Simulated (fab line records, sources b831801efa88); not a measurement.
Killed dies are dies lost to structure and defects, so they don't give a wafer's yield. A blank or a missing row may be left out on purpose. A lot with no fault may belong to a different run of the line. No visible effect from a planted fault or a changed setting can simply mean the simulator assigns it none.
Code-filled problem report in 8D (eight disciplines) form    flow sky130    the parts of the form that need people (team, actions taken, sign-off) are left out

1. THE ISSUE
VIA1_W_RS at SKY_VIA1_RS_MEAS_22 reads a mean of 0.610 ohm/sq on 1 wafer of 1 lot; wafers without a fault read 0.428 ohm/sq with a standard deviation of 0.0045. That is +40 standard deviations from the usual mean.
The step: measures by four-point-probe.
Seen first at day 40 04:55 on film-metro-02, wafer L741.2. Wafers with a number at this step in the record: 33, from 11 lots. Rule for "out", or "out of limits": more than 4 standard deviations from the usual mean. The rest of the wafers with a number are treated as sound.

2. WHAT IT IS AND WHAT IT IS NOT
question                     is                 is not
which readings at this step  VIA1_W_RS          -
which lots                   L741               L721, L723, L724, L727, L729, L730, L732, L739, L743, L744
which wafers of those lots   L741.2             L741.1, L741.6
read on which gauges         film-metro-02      film-metro-01, film-metro-04
when                         from day 40 04:55  up to then (26 sound wafers); but 6 sound wafers of L743, L744 came after

3. WHAT RULES OUT EACH SUSPECT
Counting: a tool at a process step up to the reading stays a suspect if it ran every lot that is out. Sound lots after the first of them don't rule it out here, since some wafers of a struck lot are sound.
- the gauge at SKY_VIA1_RS_MEAS_22: ruled out. All the wafers that are out were read on film-metro-02, but those of them that SKY_VIA1_CMP_24 has rows for are out there too, on other tools.
- plasma-asher-04 at SKY_METAL1_STRIP_20 (strips in O2/N2): kept. It ran the lot that is out, L741 (day 39 01:40); its last sound lot up to then is L739 (day 38 14:33).
- cvd-w-02 at SKY_VIA1_CVD_21 (deposits W, target thk 270 nm, time 80.902 s): kept. It ran the lot that is out, L741 (day 40 04:49); its last sound lot up to then is L732 (day 37 20:07).
- Within plasma-asher-04 at SKY_METAL1_STRIP_20, the wafers that are out were processed in chamber 0 and their sound lot-mates in chamber 1.
- Within cvd-w-02 at SKY_VIA1_CVD_21, the wafers that are out were processed in chamber 0 and their sound lot-mates in chamber 1.
Remaining after the count are plasma-asher-04 at SKY_METAL1_STRIP_20 and cvd-w-02 at SKY_VIA1_CVD_21.

4. THE CAUSE (what the simulator had put in)
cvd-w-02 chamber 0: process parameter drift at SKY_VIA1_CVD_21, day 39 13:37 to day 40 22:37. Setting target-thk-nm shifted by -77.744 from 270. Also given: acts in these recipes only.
Counting leaves 2 suspects; this tool is one of them.

5. THE EFFECT CHAIN, in route order
Each row: a reading whose mean over the struck wafers that have a number lies more than 3 standard deviations from the usual. Only readings for which the record gives a usual standard deviation are gone through. hours: the time from each lot's start at the first step in this table that gives one to its start at this step, as a median over the lots. sigmas: the change in usual standard deviations.
hours  step                  reading             usual         on struck wafers  change  sigmas
0      SKY_VIA1_RS_MEAS_22   VIA1_W_RS           0.428 ohm/sq  0.610             +0.182  +40
0      SKY_VIA1_THK_MEAS_23  VIA1_W_THK          282 nm        197               -85     -27
0      SKY_VIA1_CMP_24       time-to-endpoint-s  65.0 s        46.6              -18.4   -7.4
The process steps in it:
- SKY_VIA1_CMP_24: polishes, stops on SiO2, t overpolish 15 s, target thk 0 nm.

6. WHAT WOULD HAVE CAUGHT IT SOONER
15 hours passed between the start of the fault at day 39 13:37 and the first reading out of limits at a measuring or inspecting step in this record, taken at day 40 04:55.
No tool reading at SKY_VIA1_CVD_21 that has a usual standard deviation in the record was out on any struck wafer, so an alarm limit of 4 standard deviations on those readings would not have fired.
Each of the lots that are out, 1 in all, had begun SKY_VIA1_CVD_21 on cvd-w-02 no later than day 40 04:55. Had the tool been put on hold then, not one of them would have been saved.
